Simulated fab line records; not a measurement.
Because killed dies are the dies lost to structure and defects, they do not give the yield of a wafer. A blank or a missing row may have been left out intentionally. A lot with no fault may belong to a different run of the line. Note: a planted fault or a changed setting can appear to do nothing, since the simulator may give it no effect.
Which tool did it? | flow sky130 | 21 wafers from 7 lots sampled at 2 of the route's 708 steps

== WHAT THE GAUGES READ, wafer by wafer ==
SKY_METAL1_CD_MEAS_15 targets a cd of 140 nm.
lot  | measured     | on        | cd nm (nm)
L203 | day 33 00:19 | cd sem-01 | 139.8 138.7 138.6
L207 | day 34 11:01 | cd sem-02 | 138.0 137.2 138.1
L209 | day 34 21:26 | cd sem-02 | 141.9 142.2 140.6
L211 | day 35 14:23 | cd sem-01 | 140.0 139.3 139.5
L214 | day 36 18:57 | cd sem-02 | 139.0 138.3 138.7
L222 | day 38 20:10 | cd sem-01 | 139.7 101.0 141.4 139.8 101.5 140.8
L225 | day 39 21:32 | cd sem-01 | 138.1 138.6 138.1

== EACH LOT AND THE TOOL THAT RAN IT (in order: tool; ch and the chambers of the sampled wafers; start) ==
lot  | SKY_METAL1_EXPOSE_12
L203 | krf scanner-02 ch 0, day 32 11:47
L207 | krf scanner-02 ch 0, day 33 22:31
L209 | krf scanner-02 ch 0, day 34 08:32
L211 | krf scanner-02 ch 0, day 35 01:10
L214 | krf scanner-01 ch 0, day 36 05:49
L222 | krf scanner-02 ch 0, day 38 08:02
L225 | krf scanner-01 ch 0, day 39 09:13
- SKY_METAL1_EXPOSE_12: exposes mask MM1, target cd 140 nm.

== THE ANSWER, worked out from the rows above alone ==
Rule: the lots themselves supply what counts as usual. Put in order of their means at a reading, lots are off if they are a third of the lots or fewer, leave a main group of 4 or more, and stand apart from it by a gap of 3 or more times the standard deviation of the main group's means; of several such gaps the widest counts. Not used: any main group whose means are identical at the precision the tables above print for the reading. A lot without any number at a reading at which 4 lots or more have one is off too. The other lots that the step has rows for count as sound.
Off at SKY_METAL1_CD_MEAS_15 (cd nm): L222. For the main group the mean is 139.1 nm and the standard deviation 1.2.
A tool fits if, at a process step before that reading, it ran every lot that is off, and no sound lot after the first of them. Those tools and the gauges at SKY_METAL1_CD_MEAS_15 are tried in the same way. One fits: krf scanner-02 at SKY_METAL1_EXPOSE_12. A fault onset in the window from L211 (day 35 01:10, its last sound lot) to L222 (day 38 08:02, its first lot off) fits.

== WHAT WAS PUT IN BY THE SIMULATOR ==
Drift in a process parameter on krf scanner-02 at SKY_METAL1_EXPOSE_12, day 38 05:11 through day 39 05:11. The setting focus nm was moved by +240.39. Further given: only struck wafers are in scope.
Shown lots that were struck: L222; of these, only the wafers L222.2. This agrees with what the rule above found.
